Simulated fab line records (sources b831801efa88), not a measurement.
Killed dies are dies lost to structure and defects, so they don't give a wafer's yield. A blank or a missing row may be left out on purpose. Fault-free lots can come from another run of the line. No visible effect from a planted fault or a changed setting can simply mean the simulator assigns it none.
The same fault as seen by 2 desks	flow sfq line	numbers are kept per desk, each desk with only its own; the story behind them comes last

METROLOGY DESK
Means of the sampled wafers that have a number, per lot and without regard to the tool the lot ran on: this is what the gauges read. Any lot whose mean is over 4 standard deviations away from the usual mean is out of limits and marked OUT; that distance is given in the brackets.
Columns: A = M3_NB_RS at SFQ_M3_RS_MEAS_919, usual 0.890 ohm/sq; B = M3_OVL at SFQ_M3_OVL_MEAS_921, usual -3 nm
lot	first seen here	A	B
L494	day 40 14:15	0.893	-1
L500	day 43 00:13	0.888	-5
L504	day 44 17:01	0.899	1
L505	day 45 01:26	0.889	-9
L513	day 53 06:02	0.896	-13
Result from this desk: across the 5 lots, nothing is out of limits.

TOOL OWNER'S DESK, rie metal-04
The tool's own readings at SFQ_TRILAYER_M3_BARC_OPEN_METAL_ETCH_100 (etches BARC in O2, target depth 125 nm, time 41.7 s): means of the sampled wafers that have a number, for each lot that ran on this tool. Any lot whose mean is over 4 standard deviations away from the usual mean is out of limits and marked OUT; that distance is given in the brackets.
Columns: A = drypump motor current A at SFQ_TRILAYER_M3_BARC_OPEN_METAL_ETCH_100, usual 5.49 A; B = oes product au at SFQ_TRILAYER_M3_BARC_OPEN_METAL_ETCH_100, usual 0.685 a.u.
lot	first seen here	A	B
L500	day 48 20:53	5.47	0.687
L505	day 50 20:08	5.44	0.683
L513	day 53 11:59	5.43	0.682
Result from this desk: across the 3 lots, nothing is out of limits.

BROUGHT TOGETHER
The metrology desk saw nothing out of limits.
The tool owner's desk saw nothing out of limits.

WHAT THE SIMULATOR PUT IN
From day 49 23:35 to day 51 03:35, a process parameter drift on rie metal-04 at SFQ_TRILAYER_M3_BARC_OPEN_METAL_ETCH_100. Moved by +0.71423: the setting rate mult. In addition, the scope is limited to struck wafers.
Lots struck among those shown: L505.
